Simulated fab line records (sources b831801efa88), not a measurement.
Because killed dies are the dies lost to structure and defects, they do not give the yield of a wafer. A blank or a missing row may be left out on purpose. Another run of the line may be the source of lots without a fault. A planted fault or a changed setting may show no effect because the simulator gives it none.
Problem report, 8D (eight disciplines) form, completed by code ; flow sky130 ; the parts of the form that need people (team, actions taken, sign-off) are left out

== 1. WHAT IS WRONG ==
Mean of oesProductAu at SKY_VIA3_ETCH_14: 1.008 a.u. across 6 wafers in 2 lots; on wafers with no fault it is 0.855 a.u. (standard deviation 0.0044). That puts it +35 standard deviations away from the usual mean.
The step: etches BARC in N2/H2, stops on SiO2, time 45.9 s, target depth 60 nm.
The first sign was on wafer L359.3 at day 45 01:36, on rieDiel-02. The record has a number at this step for 30 wafers belonging to 10 lots. By rule, "out" or "out of limits" means more than 4 standard deviations away from the usual mean. All remaining wafers that have a number are taken as sound.

== 2. WHAT IT IS, WHAT IT ISN'T ==
question;is;is not
which readings at this step;oesProductAu, runLengthS;drypumpMotorCurrentA, h2FlowSccm
which lots;L359, L360;L348, L349, L352, L354, L363, L365, L367, L368
which wafers of those lots;all that have a number;-
read on which tools;rieDiel-02;rieDiel-01, rieDiel-04
when;from day 45 01:36;"up to then (12 sound wafers); but 12 sound wafers of L363, L365, L367, L368 came after"

== 3. THE SUSPECTS, EACH WITH WHAT RULES IT OUT ==
Counting: a tool at any process step up to the reading remains a suspect when it ran all the lots that are out and ran no sound lot after the first of those.
- rieMetal-01 at SKY_METAL2_ETCH_18 (etches BARC in N2/H2, stops on SiO2, time 45.9 s, target depth 60 nm): ruled out as a lasting fault. Following L359 (day 40 20:58), the first lot on it that is out, the sound lots L365, L367 were run on it.
- rieDiel-02 at SKY_VIA3_ETCH_14 (etches BARC in N2/H2, stops on SiO2, time 45.9 s, target depth 60 nm): kept. It ran every lot that is out, first L359 (day 45 01:36), and no sound lot after that; its last sound lot up to then is L354 (day 43 18:36). On those wafers its own readings are out: oesProductAu, runLengthS.
Left after counting: rieDiel-02 at SKY_VIA3_ETCH_14.

== 4. THE CAUSE (what the simulator had put in) ==
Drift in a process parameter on rieDiel-02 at SKY_VIA3_ETCH_14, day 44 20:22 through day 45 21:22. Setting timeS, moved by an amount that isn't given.
The count eliminated every tool but this one.

== 5. SEQUENCE OF EFFECTS, ordered by route ==
Each row: a reading whose mean over the struck wafers that have a number lies more than 3 standard deviations from the usual. Readings are gone through only where the record gives a usual standard deviation; hours: the median, over the lots, of the time from a lot's start at the first step in this table giving one to that lot's start at this step; sigmas: the change measured in usual standard deviations.
hours;step;reading;usual;on struck wafers;change;sigmas
0;SKY_VIA3_ETCH_14;oesProductAu;0.855 a.u.;1.008;+0.153;+35
0;SKY_VIA3_ETCH_14;runLengthS;74.1 s;63.1;-11.0;-20
0;SKY_VIA3_STRIP_16;stripTimeToEndpointS;4.128 s;4.222;+0.094;+3.2
The process steps in it:
- SKY_VIA3_ETCH_14: etches BARC in N2/H2, stops on SiO2, time 45.9 s, target depth 60 nm.
- SKY_VIA3_STRIP_16: strips in O2/N2.

== 6. WHAT WOULD HAVE CAUGHT IT SOONER ==
In this record no reading fell out of limits until day 45 01:36, 5 hours after the fault had begun at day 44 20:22.
